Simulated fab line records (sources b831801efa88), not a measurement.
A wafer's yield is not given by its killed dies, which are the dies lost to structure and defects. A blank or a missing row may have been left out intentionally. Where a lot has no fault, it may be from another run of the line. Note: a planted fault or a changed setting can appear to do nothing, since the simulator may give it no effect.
One fault seen from 2 desks    flow sky130    each desk holds nothing but its own numbers, with what lay behind them at the end

## DESK OF THE TOOL OWNER: hdpcvd-02
The tool's own readings at SKY_VIA4_HDPCVD_00 (deposits SiO2, target thk 1750 nm, time 291.7 s): means of the sampled wafers that have a number, for each lot that ran on this tool. The brackets show how far a lot's mean lies from the usual mean; more than 4 standard deviations puts the lot out of limits, marked OUT.
Columns: A = runLengthS at SKY_VIA4_HDPCVD_00, usual 319.5 s
lot   first seen here  A
L540  day 42 21:11     318.7
L541  day 43 10:05     319.2
L545  day 44 02:53     343.6 (+36) OUT
L546  day 44 16:13     343.7 (+37) OUT
L548  day 44 21:59     355.8 (+55) OUT
L558  day 47 15:02     319.0
L559  day 47 23:05     319.2
L561  day 48 01:40     319.4
Finding of this desk: L545, L546, L548 out of limits; the first was L545 at day 44 02:53, on runLengthS at SKY_VIA4_HDPCVD_00. In limits: L540, L541, L558, L559, L561.

## METROLOGY DESK
What the gauges read, lot by lot, whatever tool the lot ran on: means of the sampled wafers that have a number. The brackets show how far a lot's mean lies from the usual mean; more than 4 standard deviations puts the lot out of limits, marked OUT.
Columns: A = cdNm at SKY_VIA3_CD_MEAS_12, usual 199.7 nm; B = VIA4_HDPCVD_THK at SKY_VIA4_THK_MEAS_01, usual 1753 nm
lot   first seen here  A      B
L540  day 40 16:24     201.5  1758
L541  day 41 05:11     199.1  1771
L545  day 42 00:59     200.2  1925 (+7.8) OUT
L546  day 42 14:07     197.7  1910 (+7.2) OUT
L548  day 42 19:47     200.6  1989 (+11) OUT
L555  day 44 22:31     197.9  1752
L556  day 45 01:16     198.9  1744
L557  day 45 11:52     199.1  1784
L558  day 45 16:46     199.6  1769
L559  day 46 00:41     200.2  1734
L561  day 46 04:58     201.1  1746
L562  day 46 12:38     199.9  1760
This desk finds L545, L546, L548 out of limits, with the earliest case on L545 at day 44 03:04 (VIA4_HDPCVD_THK at SKY_VIA4_THK_MEAS_01). In limits: L540, L541, L555, L556, L557, L558, L559, L561, L562.

## ALL TOGETHER
On L545, L546, L548, at day 44 02:53, an alarm was possible from the tool owner's desk.
On L545, L546, L548, the metrology desk was in a position to raise an alarm at day 44 03:04.
SKY_VIA4_HDPCVD_00 was run on hdpcvd-02 by each of the lots named.

## WHAT THE SIMULATOR PUT IN
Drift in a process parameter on hdpcvd-02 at SKY_VIA4_HDPCVD_00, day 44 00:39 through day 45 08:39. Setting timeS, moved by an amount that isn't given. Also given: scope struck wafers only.
Lots struck among those shown: L545, L546, L548.
Counting hours from when the fault started, the first reading out of limits came at 2 for the tool owner's desk and at 2 for the metrology desk.
